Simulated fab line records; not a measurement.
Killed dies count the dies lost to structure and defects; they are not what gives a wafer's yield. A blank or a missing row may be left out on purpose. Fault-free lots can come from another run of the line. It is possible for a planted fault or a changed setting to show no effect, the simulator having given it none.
Which of the tools did it? ; flow gf180mcu ; 36 wafers from 12 lots sampled at 2 of the route's 602 steps

== WHAT EACH GAUGE READ, for each wafer ==
GF_V5_CD_MEAS_14 targets a cd of 260 nm. Usual: cdNm reads 260.1 nm (standard deviation 1.2).
lot;measured;on;cdNm (nm);flag
L731;day 27 06:52;cdSem-01;259.6 260.2 260.4;
L732;day 27 20:29;cdSem-01;261.8 262.0 263.6;
L733;day 28 08:40;cdSem-02;259.5 260.3 259.1;
L734;day 28 09:25;cdSem-01;261.0 260.7 260.4;
L736;day 29 03:53;cdSem-01;259.5 259.8 258.3;
L737;day 29 10:04;cdSem-01;259.1 259.2 259.3;
L738;day 29 20:03;cdSem-01;260.5 259.8 259.6;
L741;day 30 16:21;cdSem-01;260.3 261.3 261.4;
L740;day 30 18:11;cdSem-02;260.4 262.2 261.3;
L743;day 31 04:08;cdSem-02;260.2 260.7 260.7;
L746;day 32 05:59;cdSem-01;259.8 259.9 259.7;
L748;day 32 12:26;cdSem-01;258.8 258.7 259.0;

== WHICH TOOL RAN EACH LOT (tool, then ch and the chambers of the sampled wafers, then the start) ==
lot;GF_V1_SPUTTER_21
L731;pvdSputter-02, day 18 06:20
L732;pvdSputter-01, day 18 22:41
L733;pvdSputter-02, day 19 09:30
L734;pvdSputter-04, day 19 14:38
L736;pvdSputter-02, day 20 09:43
L737;pvdSputter-04, day 20 20:53
L738;pvdSputter-04, day 21 08:33
L741;pvdSputter-01, day 22 12:31
L740;pvdSputter-02, day 22 13:00
L743;pvdSputter-04, day 23 00:07
L746;pvdSputter-04, day 24 09:56
L748;pvdSputter-04, day 24 20:35
- GF_V1_SPUTTER_21: material Ti, target thk 15 nm, time 80.02 s.

== WHAT THE TOOLS THEMSELVES READ (means of the sampled wafers that have a number; where no wafer has one, the mark that the record gives instead) ==
GF_V1_SPUTTER_21. Usual: chamberPressurePa 5.000 Pa, standard deviation 0.011; throttleValvePct 30.4 %, standard deviation 0.93.
lot;tool;chamberPressurePa (Pa);throttleValvePct (%);flag
L731;pvdSputter-02;5.003;30.0;
L732;pvdSputter-01;5.002;29.4;
L733;pvdSputter-02;5.010;30.3;
L734;pvdSputter-04;5.001;31.0;
L736;pvdSputter-02;4.987;30.5;
L737;pvdSputter-04;5.011;31.1;
L738;pvdSputter-04;5.004;30.5;
L741;pvdSputter-01;4.997;29.4;
L740;pvdSputter-02;4.992;30.5;
L743;pvdSputter-04;5.009;31.0;
L746;pvdSputter-04;4.999;30.7;
L748;pvdSputter-04;4.999;30.6;

== THE ANSWER, worked out from the rows above alone ==
Rule: lot off if the mean of its wafers having a number is beyond 3 standard deviations from the usual mean. A lot without any number at a reading at which 4 lots or more have one is off too. Where the step has rows for the other lots, those lots are counted as sound. First the gauges in route order, then the tools' own readings, where a lot's mean is used as printed above. At the first step where some lot is off, the reading lying furthest off is the one used; lots without a number count as furthest.
None of the lots is off at any reading shown; this tells nothing.

== WHAT WAS PUT IN BY THE SIMULATOR ==
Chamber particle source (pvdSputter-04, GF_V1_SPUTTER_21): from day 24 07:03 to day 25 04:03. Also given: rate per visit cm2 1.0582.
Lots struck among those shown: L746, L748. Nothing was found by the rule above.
